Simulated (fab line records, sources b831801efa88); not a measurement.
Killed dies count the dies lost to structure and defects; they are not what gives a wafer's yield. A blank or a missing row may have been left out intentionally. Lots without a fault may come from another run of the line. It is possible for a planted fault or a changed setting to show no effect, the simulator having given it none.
Which tool is to blame?	flow sky130	Sampling: 13 lots, 39 wafers, 5 of 708 route steps

== WHAT EACH GAUGE READ, for each wafer ==
SKY_VT_ADJUST_HVTP_OVL_MEAS_08. Usual: VT_ADJUST_HVTP_OVL 0.1 nm, standard deviation 1.3.
lot	measured	on	VT_ADJUST_HVTP_OVL (nm)	flag
L106	day 6 01:20	overlay-02	-0.5 -1.1 -0.1	
L108	day 6 18:11	overlay-01	-0.9 0.4 -1.8	
L110	day 7 11:30	overlay-01	3.0 0.4 -0.2	
L111	day 7 18:36	overlay-01	1.5 -0.3 0.0	
L113	day 8 01:54	overlay-02	0.5 -0.1 -0.2	
L117	day 8 22:29	overlay-01	0.5 1.3 1.4	
L120	day 9 11:10	overlay-01	1.2 1.3 0.1	
L121	day 9 17:14	overlay-01	0.7 -1.5 0.2	
L122	day 10 00:08	overlay-02	1.6 -0.3 -0.2	
L126	day 11 07:27	overlay-01	1.7 0.9 -1.8	
L127	day 11 15:12	overlay-01	2.0 1.3 1.8	
L128	day 11 17:35	overlay-02	0.7 1.2 0.3	
L129	day 12 00:32	overlay-02	0.3 0.8 0.0	

SKY_SONOS_TUNNEL_CD_MEAS_07 targets a cd of 410 nm. Usual: cd_nm 409.7 nm, standard deviation 2.1.
lot	measured	on	cd_nm (nm)	flag
L106	day 11 02:14	cd_sem-01	409.4 412.3 410.6	
L108	day 12 02:19	cd_sem-02	410.5 413.3 413.9	
L110	day 12 22:35	cd_sem-02	407.5 406.3 407.8	
L111	day 13 09:22	cd_sem-02	407.9 407.1 407.9	
L113	day 13 19:41	cd_sem-02	411.6 402.2 411.3	
L117	day 14 19:15	cd_sem-02	413.5 413.1 412.1	
L120	day 15 11:08	cd_sem-02	406.6 407.3 409.4	
L121	day 15 21:10	cd_sem-01	411.0 408.9 410.8	
L122	day 16 08:43	cd_sem-01	409.1 407.2 409.0	
L126	day 17 18:41	cd_sem-01	407.4 407.1 406.5	
L127	day 18 04:44	cd_sem-02	406.2 410.4 410.3	
L128	day 18 06:36	cd_sem-01	411.8 410.8 412.8	
L129	day 18 15:55	cd_sem-02	407.6 407.0 407.5	

SKY_SONOS_TUNNEL_TW_MEAS_12. Usual: SONOS_TUNNEL_TW 197.7, standard deviation 1.4.
lot	measured	on	SONOS_TUNNEL_TW	flag
L106	day 11 02:47	film_metro-02	198.4 199.1 197.8	
L108	day 12 02:53	film_metro-02	198.6 199.1 198.1	
L110	day 12 23:10	film_metro-02	197.4 197.3 197.8	
L111	day 13 09:56	film_metro-02	198.9 199.3 199.6	
L113	day 13 20:17	film_metro-03	197.4 197.1 197.5	
L117	day 14 19:50	film_metro-03	196.9 195.1 197.0	
L120	day 15 11:41	film_metro-02	198.4 198.7 196.8	
L121	day 15 21:44	film_metro-04	198.3 200.0 199.7	
L122	day 16 09:16	film_metro-02	196.9 198.6 197.2	
L126	day 17 19:26	film_metro-04	199.3 198.6 197.4	
L127	day 18 05:19	film_metro-03	195.2 195.1 196.0	
L128	day 18 07:20	film_metro-04	198.0 197.5 197.3	
L129	day 18 16:29	film_metro-02	197.9 198.0 197.7	

SKY_SONOS_ONO_THK_MEAS_01. Usual: SONOS_ONO_OXIDATION_THK 2.58 nm, standard deviation 0.048.
lot	measured	on	SONOS_ONO_OXIDATION_THK (nm)	flag
L106	day 11 04:22	film_metro-02	2.61 2.64 2.57	
L108	day 12 05:46	film_metro-04	2.58 2.50 2.60	
L110	day 13 00:35	film_metro-04	2.62 2.69 2.69	
L111	day 13 18:11	film_metro-01	2.54 2.58 2.51	
L113	day 14 01:29	film_metro-04	2.56 2.61 2.59	
L117	day 15 02:23	film_metro-01	2.64 2.58 2.55	
L120	day 15 21:04	film_metro-01	2.58 2.50 2.59	
L121	day 16 01:17	film_metro-04	2.61 2.58 2.58	
L122	day 16 10:56	film_metro-02	2.64 2.67 2.62	
L126	day 17 21:49	film_metro-04	2.60 2.62 2.59	
L127	day 18 06:59	film_metro-04	2.57 2.51 2.63	
L128	day 18 11:53	film_metro-01	2.58 2.59 2.56	
L129	day 18 19:38	film_metro-04	2.62 2.55 2.55	

== TOOL THAT RAN EACH LOT (tool first, then ch and the chambers of the sampled wafers, then the start) ==
lot	SKY_SONOS_TUNNEL_DEVELOP_06
L106	litho_track-04 ch 0, day 11 02:05
L108	litho_track-04 ch 0, day 12 02:10
L110	litho_track-02 ch 0, day 12 22:27
L111	litho_track-03 ch 0, day 13 09:13
L113	litho_track-04 ch 0, day 13 19:32
L117	litho_track-03 ch 0, day 14 18:33
L120	litho_track-03 ch 0, day 15 11:00
L121	litho_track-02 ch 0, day 15 21:01
L122	litho_track-03 ch 0, day 16 08:34
L126	litho_track-02 ch 0, day 17 18:33
L127	litho_track-04 ch 0, day 18 04:35
L128	litho_track-04 ch 0, day 18 06:28
L129	litho_track-02 ch 0, day 18 15:46
- SKY_SONOS_TUNNEL_DEVELOP_06: develop time 60 s.

== AS READ BY THE TOOLS THEMSELVES (means over the sampled wafers that have a number; for cases with no such wafer, the mark the record gives instead) ==
The record holds no such reading with a usual standard deviation.

== THE ANSWER, worked out from the rows above alone ==
Rule: a lot is off if the mean of its wafers that have a number lies more than 3 standard deviations from the usual mean. Also off: a lot with no number at a reading for which 4 or more lots have one. All remaining lots with rows at the step are treated as sound. The gauges are gone through in route order, then the tools' own readings, and for those a lot's mean is taken as printed above. At the first step where some lot is off, the reading lying furthest off is the one used; lots without a number count as furthest.
None of the lots is off at any reading shown; this tells nothing.

== WHAT THE SIMULATOR PUT IN ==
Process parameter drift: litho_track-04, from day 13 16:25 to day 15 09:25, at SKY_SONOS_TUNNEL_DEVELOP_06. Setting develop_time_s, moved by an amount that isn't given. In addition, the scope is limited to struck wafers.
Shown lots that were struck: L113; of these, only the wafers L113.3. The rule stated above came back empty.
